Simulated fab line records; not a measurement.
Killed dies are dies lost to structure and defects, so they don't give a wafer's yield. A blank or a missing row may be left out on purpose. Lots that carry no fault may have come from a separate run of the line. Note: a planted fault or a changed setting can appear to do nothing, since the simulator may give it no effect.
Matching of chambers	flow gf180mcu	cmp-01 running GF_V1_CMP_04: 4 sister chambers
The step polishes SiO2. 14 wafers are shown with their chamber, then 7 later ones without.

== EACH WAFER AND ITS CHAMBER ==
wafer	chamber	motorCurrentA (A)	timeToEndpointS (s)	headPressurePsi (psi)
L994.2	0	10.7	82	3.992
L994.4	2	10.3	81	4.002
L994.6	3	11.4	88	3.996
L997.2	1	11.4	80	3.996
L997.3	0	10.6	84	4.001
L997.6	0	10.9	77	3.989
L998.1	2	10.2	84	4.002
L998.3	1	11.9	83	4.016
L998.6	2	10.3	89	4.012
L999.1	2	10.7	73	4.002
L999.5	0	10.3	81	3.980
L999.6	1	11.6	86	4.002
L109.1	2	10.8	81	3.991
L109.4	3	11.2	91	3.997

SIGNATURES (averages over the wafers above)
reading	chamber 0	chamber 1	chamber 2	chamber 3	scatter within a chamber
motorCurrentA	10.625	11.633	10.460	11.300	0.25
timeToEndpointS	81.00	83.00	81.60	89.50	4.29
headPressurePsi	3.99050	4.00467	4.00180	3.99650	0.00811
Rule: a wafer's distance from a chamber is the root of the sum, over the readings, of the square of ((its reading less the chamber's mean) divided by the reading's scatter). If the next closest chamber is less than 2 further off than the closest, the wafer can't be placed; otherwise it belongs to the closest. The scatter: take each reading less its chamber's mean, square it, sum over the shown wafers, divide by the number of wafers less the number of chambers, and take the root.

== WAFERS MISSING THEIR CHAMBER ==
wafer	motorCurrentA (A)	timeToEndpointS (s)	headPressurePsi (psi)
L109.6	10.2	89	4.012
L113.1	10.4	81	4.003
L113.3	11.4	85	3.996
L113.4	11.4	88	3.997
L114.2	10.9	81	4.014
L114.5	11.4	91	4.001
L114.6	11.0	84	3.997

== CHAMBER TAKEN BY EACH ==
wafer	from the rows above	in truth
L109.6	can't be placed: 2 or 0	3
L113.1	can't be placed: 2 or 0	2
L113.3	can't be placed: 3 or 1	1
L113.4	can't be placed: 3 or 1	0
L114.2	can't be placed: 2 or 0 or 1 or 3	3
L114.5	can't be placed: 3 or 1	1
L114.6	can't be placed: 3 or 0 or 2 or 1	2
Correctly placed: 0 of 7. Cannot be placed on the basis of these rows: 7; the candidates contain the true chamber in 5. Number placed wrongly: 0.
